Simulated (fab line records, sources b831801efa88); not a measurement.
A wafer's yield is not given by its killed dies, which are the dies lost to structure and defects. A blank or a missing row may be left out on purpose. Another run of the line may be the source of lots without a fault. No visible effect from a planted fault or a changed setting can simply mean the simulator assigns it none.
A single fault, viewed from 2 desks + flow sky130 + each desk holds nothing but its own numbers, with what lay behind them at the end

== THE TOOL OWNER'S DESK: plasmaAsher-01 ==
The tool's own readings at SKY_LDD_HVN_STRIP_09 (strips in O2/N2): means of the sampled wafers that have a number, for each lot that ran on this tool. Any lot whose mean is over 4 standard deviations away from the usual mean is out of limits and marked OUT; that distance is given in the brackets.
Columns: A = chamberPressureMTorr at SKY_LDD_HVN_STRIP_09, usual 1500.1 mTorr; B = drypumpMotorCurrentA at SKY_LDD_HVN_STRIP_09, usual 5.9 A; C = n2FlowSccm at SKY_LDD_HVN_STRIP_09, usual 300.0 sccm; D = oesProductAu at SKY_LDD_HVN_STRIP_09, usual 0.408 a.u.; E = stripTimeToEndpointS at SKY_LDD_HVN_STRIP_09, usual 4.132 s
| lot  | first seen here | A      | B   | C               | D     | E     |
|------|-----------------|--------|-----|-----------------|-------|-------|
| L525 | day 23 18:37    | 1500.4 | 5.9 | 239.6 (-69) OUT | 0.409 | 4.138 |
| L527 | day 24 22:53    | 1499.7 | 6.2 | 240.6 (-68) OUT | 0.408 | 4.130 |
| L537 | day 27 20:20    | 1499.4 | 6.1 | 300.3           | 0.402 | 4.138 |
| L538 | day 28 02:35    | 1499.6 | 5.9 | 299.9           | 0.410 | 4.134 |
This desk's verdict: out of limits on L525, L527, starting with L525 at day 23 18:37 (n2FlowSccm at SKY_LDD_HVN_STRIP_09). L537, L538 stayed within limits.

== FROM THE METROLOGY DESK ==
What the gauges read, lot by lot, whatever tool the lot ran on: means of the sampled wafers that have a number. Any lot whose mean is over 4 standard deviations away from the usual mean is out of limits and marked OUT; that distance is given in the brackets.
Columns: A = LDD_N_OVL at SKY_LDD_N_OVL_MEAS_07, usual 0.6 nm; B = LDD_HVP_OVL at SKY_LDD_HVP_OVL_MEAS_07, usual -0.1 nm
| lot  | first seen here | A    | B    |
|------|-----------------|------|------|
| L516 | day 17 17:07    | 0.6  | 0.1  |
| L518 | day 18 12:29    | 1.3  | 0.8  |
| L525 | day 21 04:49    | -0.2 | -0.7 |
| L527 | day 22 10:19    | -0.6 | 0.7  |
| L529 | day 23 03:47    | 1.6  | -1.8 |
| L530 | day 23 12:47    | -0.7 | -2.4 |
| L531 | day 23 13:28    | -0.6 | -2.2 |
| L534 | day 24 07:44    | -0.3 | 1.3  |
| L535 | day 24 22:22    | -0.4 | -1.0 |
| L537 | day 25 08:14    | 0.1  | 0.5  |
| L538 | day 25 15:10    | 1.2  | 0.1  |
| L539 | day 26 05:41    | 1.3  | -0.6 |
Finding of this desk: none of the 12 lots has anything out of limits.

== ALL TOGETHER ==
At day 23 18:37, on L525, L527, the tool owner's desk was in a position to raise an alarm.
At the metrology desk, nothing out of limits was observed.
The metrology desk holds a record of L525, L527, inside its limits.
Of the lots named, all ran SKY_LDD_HVN_STRIP_09 on plasmaAsher-01.

== WHAT HAD BEEN PUT IN BY THE SIMULATOR ==
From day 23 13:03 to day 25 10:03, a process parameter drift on plasmaAsher-01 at SKY_LDD_HVN_STRIP_09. The setting n2FlowSccm was moved by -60, starting from 300. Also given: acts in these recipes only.
Lots struck among those shown: L525, L527.
Delay in hours, fault start to first out-of-limits reading, by desk: the tool owner's desk at 6.
